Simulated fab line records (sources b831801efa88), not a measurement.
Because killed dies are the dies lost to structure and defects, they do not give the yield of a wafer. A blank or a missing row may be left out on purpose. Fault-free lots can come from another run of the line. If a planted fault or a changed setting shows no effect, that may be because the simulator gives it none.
Which tool did it? / flow sky130 / Sampling: 12 lots, 36 wafers, 3 of 708 route steps

## WHAT EACH GAUGE READ, for each wafer
SKY_VIA4_THK_MEAS_20: measures by xrf. Usual: for VIA4_W_THK the level is 510 nm and the standard deviation is 7.
lot=L357; measured=day 42 23:07; on=film_metro-03; VIA4_W_THK (nm)=511 515 496; flag=
lot=L358; measured=day 43 06:44; on=film_metro-01; VIA4_W_THK (nm)=525 519 527; flag=
lot=L359; measured=day 43 09:00; on=film_metro-02; VIA4_W_THK (nm)=491 500 505; flag=
lot=L360; measured=day 43 14:34; on=film_metro-01; VIA4_W_THK (nm)=513 508 510; flag=
lot=L363; measured=day 44 12:01; on=film_metro-03; VIA4_W_THK (nm)=508 510 503; flag=
lot=L364; measured=day 44 21:13; on=film_metro-01; VIA4_W_THK (nm)=508 506 507; flag=
lot=L375; measured=day 47 13:37; on=film_metro-01; VIA4_W_THK (nm)=516 511 516; flag=
lot=L376; measured=day 48 01:38; on=film_metro-01; VIA4_W_THK (nm)=515 515 513; flag=
lot=L377; measured=day 48 03:05; on=film_metro-03; VIA4_W_THK (nm)=503 500 506; flag=
lot=L378; measured=day 48 11:56; on=film_metro-01; VIA4_W_THK (nm)=504 503 508; flag=
lot=L379; measured=day 48 13:13; on=film_metro-01; VIA4_W_THK (nm)=505 509 506; flag=
lot=L380; measured=day 48 19:26; on=film_metro-01; VIA4_W_THK (nm)=515 512 513; flag=

SKY_METAL5_THK_MEAS_06: measures by xrf. Usual: for METAL5_ALCU_THK the level is 1160 nm and the standard deviation is 9.3.
lot=L357; measured=day 42 23:46; on=film_metro-02; METAL5_ALCU_THK (nm)=1174 1163 1167; flag=
lot=L358; measured=day 43 07:23; on=film_metro-01; METAL5_ALCU_THK (nm)=1174 1176 1181; flag=
lot=L359; measured=day 43 09:38; on=film_metro-01; METAL5_ALCU_THK (nm)=1161 1151 1159; flag=
lot=L360; measured=day 43 15:13; on=film_metro-04; METAL5_ALCU_THK (nm)=1162 1164 1170; flag=
lot=L363; measured=day 44 12:40; on=film_metro-01; METAL5_ALCU_THK (nm)=1145 1164 1146; flag=
lot=L364; measured=day 44 21:52; on=film_metro-01; METAL5_ALCU_THK (nm)=1154 1158 1159; flag=
lot=L375; measured=day 47 14:16; on=film_metro-04; METAL5_ALCU_THK (nm)=1135 1159 1153; flag=
lot=L376; measured=day 48 02:19; on=film_metro-02; METAL5_ALCU_THK (nm)=1153 1156 1151; flag=
lot=L377; measured=day 48 03:43; on=film_metro-04; METAL5_ALCU_THK (nm)=1143 1140 1157; flag=
lot=L378; measured=day 48 12:35; on=film_metro-01; METAL5_ALCU_THK (nm)=1165 1172 1171; flag=
lot=L379; measured=day 48 13:52; on=film_metro-02; METAL5_ALCU_THK (nm)=1159 1156 1156; flag=
lot=L380; measured=day 48 20:05; on=film_metro-04; METAL5_ALCU_THK (nm)=1160 1157 1162; flag=

## WHICH TOOL RAN EACH LOT (tool, then ch and the chambers of the sampled wafers, then the start)
lot=L357; SKY_METAL4_ETCH_16=rie_metal-03 ch 0, day 41 21:22
lot=L358; SKY_METAL4_ETCH_16=rie_metal-02 ch 0, day 42 04:33
lot=L359; SKY_METAL4_ETCH_16=rie_metal-02 ch 0, day 42 07:00
lot=L360; SKY_METAL4_ETCH_16=rie_metal-03 ch 0,1, day 42 12:35
lot=L363; SKY_METAL4_ETCH_16=rie_metal-03 ch 0,1, day 43 10:47
lot=L364; SKY_METAL4_ETCH_16=rie_metal-01 ch 0,1, day 43 21:18
lot=L375; SKY_METAL4_ETCH_16=rie_metal-02 ch 1, day 46 15:28
lot=L376; SKY_METAL4_ETCH_16=rie_metal-02 ch 0,1, day 47 03:29
lot=L377; SKY_METAL4_ETCH_16=rie_metal-01 ch 0,1, day 47 05:17
lot=L378; SKY_METAL4_ETCH_16=rie_metal-02 ch 0,1, day 47 14:46
lot=L379; SKY_METAL4_ETCH_16=rie_metal-01 ch 0,1, day 47 15:52
lot=L380; SKY_METAL4_ETCH_16=rie_metal-03 ch 0,1, day 47 22:35
- SKY_METAL4_ETCH_16: etches BARC in N2/H2, stops on SiO2, time 88.2 s, target depth 60 nm.

## WHAT THE TOOLS THEMSELVES READ (means of the sampled wafers that have a number; where no wafer has one, the mark that the record gives instead)
SKY_METAL4_ETCH_16. Usual: bias_w 100.0 W, standard deviation 0.34; chamber_pressure_mTorr 30.002 mTorr, standard deviation 0.027; drypump_motor_current_A 5.5 A, standard deviation 0.49; h2_flow_sccm 200.0 sccm, standard deviation 0.62; oes_product_au 0.626 a.u., standard deviation 0.0047; throttle_valve_pct 13.205 %, standard deviation 0.0086.
lot=L357; tool=rie_metal-03; bias_w (W)=99.6; chamber_pressure_mTorr (mTorr)=29.997; drypump_motor_current_A (A)=6.1; h2_flow_sccm (sccm)=200.6; oes_product_au (a.u.)=0.624; throttle_valve_pct (%)=13.207; flag=
lot=L358; tool=rie_metal-02; bias_w (W)=99.8; chamber_pressure_mTorr (mTorr)=29.987; drypump_motor_current_A (A)=4.7; h2_flow_sccm (sccm)=198.9; oes_product_au (a.u.)=0.624; throttle_valve_pct (%)=13.200; flag=
lot=L359; tool=rie_metal-02; bias_w (W)=100.3; chamber_pressure_mTorr (mTorr)=29.981; drypump_motor_current_A (A)=4.7; h2_flow_sccm (sccm)=200.3; oes_product_au (a.u.)=0.630; throttle_valve_pct (%)=13.203; flag=
lot=L360; tool=rie_metal-03; bias_w (W)=100.2; chamber_pressure_mTorr (mTorr)=30.009; drypump_motor_current_A (A)=5.7; h2_flow_sccm (sccm)=199.6; oes_product_au (a.u.)=0.628; throttle_valve_pct (%)=13.210; flag=
lot=L363; tool=rie_metal-03; bias_w (W)=99.8; chamber_pressure_mTorr (mTorr)=29.990; drypump_motor_current_A (A)=5.4; h2_flow_sccm (sccm)=200.3; oes_product_au (a.u.)=0.626; throttle_valve_pct (%)=13.209; flag=
lot=L364; tool=rie_metal-01; bias_w (W)=100.2; chamber_pressure_mTorr (mTorr)=30.000; drypump_motor_current_A (A)=5.8; h2_flow_sccm (sccm)=199.6; oes_product_au (a.u.)=0.623; throttle_valve_pct (%)=13.204; flag=
lot=L375; tool=rie_metal-02; bias_w (W)=100.0; chamber_pressure_mTorr (mTorr)=29.981; drypump_motor_current_A (A)=5.7; h2_flow_sccm (sccm)=200.4; oes_product_au (a.u.)=0.628; throttle_valve_pct (%)=13.199; flag=
lot=L376; tool=rie_metal-02; bias_w (W)=99.7; chamber_pressure_mTorr (mTorr)=29.985; drypump_motor_current_A (A)=5.1; h2_flow_sccm (sccm)=200.2; oes_product_au (a.u.)=0.622; throttle_valve_pct (%)=13.205; flag=
lot=L377; tool=rie_metal-01; bias_w (W)=100.0; chamber_pressure_mTorr (mTorr)=29.995; drypump_motor_current_A (A)=5.7; h2_flow_sccm (sccm)=200.0; oes_product_au (a.u.)=0.623; throttle_valve_pct (%)=13.201; flag=
lot=L378; tool=rie_metal-02; bias_w (W)=99.9; chamber_pressure_mTorr (mTorr)=30.018; drypump_motor_current_A (A)=5.1; h2_flow_sccm (sccm)=200.2; oes_product_au (a.u.)=0.628; throttle_valve_pct (%)=13.201; flag=
lot=L379; tool=rie_metal-01; bias_w (W)=99.9; chamber_pressure_mTorr (mTorr)=30.006; drypump_motor_current_A (A)=5.7; h2_flow_sccm (sccm)=199.8; oes_product_au (a.u.)=0.624; throttle_valve_pct (%)=13.201; flag=
lot=L380; tool=rie_metal-03; bias_w (W)=99.6; chamber_pressure_mTorr (mTorr)=29.973; drypump_motor_current_A (A)=5.4; h2_flow_sccm (sccm)=200.0; oes_product_au (a.u.)=0.627; throttle_valve_pct (%)=13.202; flag=

## THE ANSWER, worked out from the rows above alone
Rule: a lot is off if the mean of its wafers that have a number lies more than 3 standard deviations from the usual mean. A lot without any number at a reading at which 4 lots or more have one is off too. Where the step has rows for the other lots, those lots are counted as sound. First the gauges in route order, then the tools' own readings, where a lot's mean is used as printed above. The first step at which some lot is off is used, and at that step the reading that is off furthest; a lot without a number counts as furthest.
Across all readings shown, no lot is off: no conclusion can be drawn from this.

## WHAT HAD BEEN PUT IN BY THE SIMULATOR
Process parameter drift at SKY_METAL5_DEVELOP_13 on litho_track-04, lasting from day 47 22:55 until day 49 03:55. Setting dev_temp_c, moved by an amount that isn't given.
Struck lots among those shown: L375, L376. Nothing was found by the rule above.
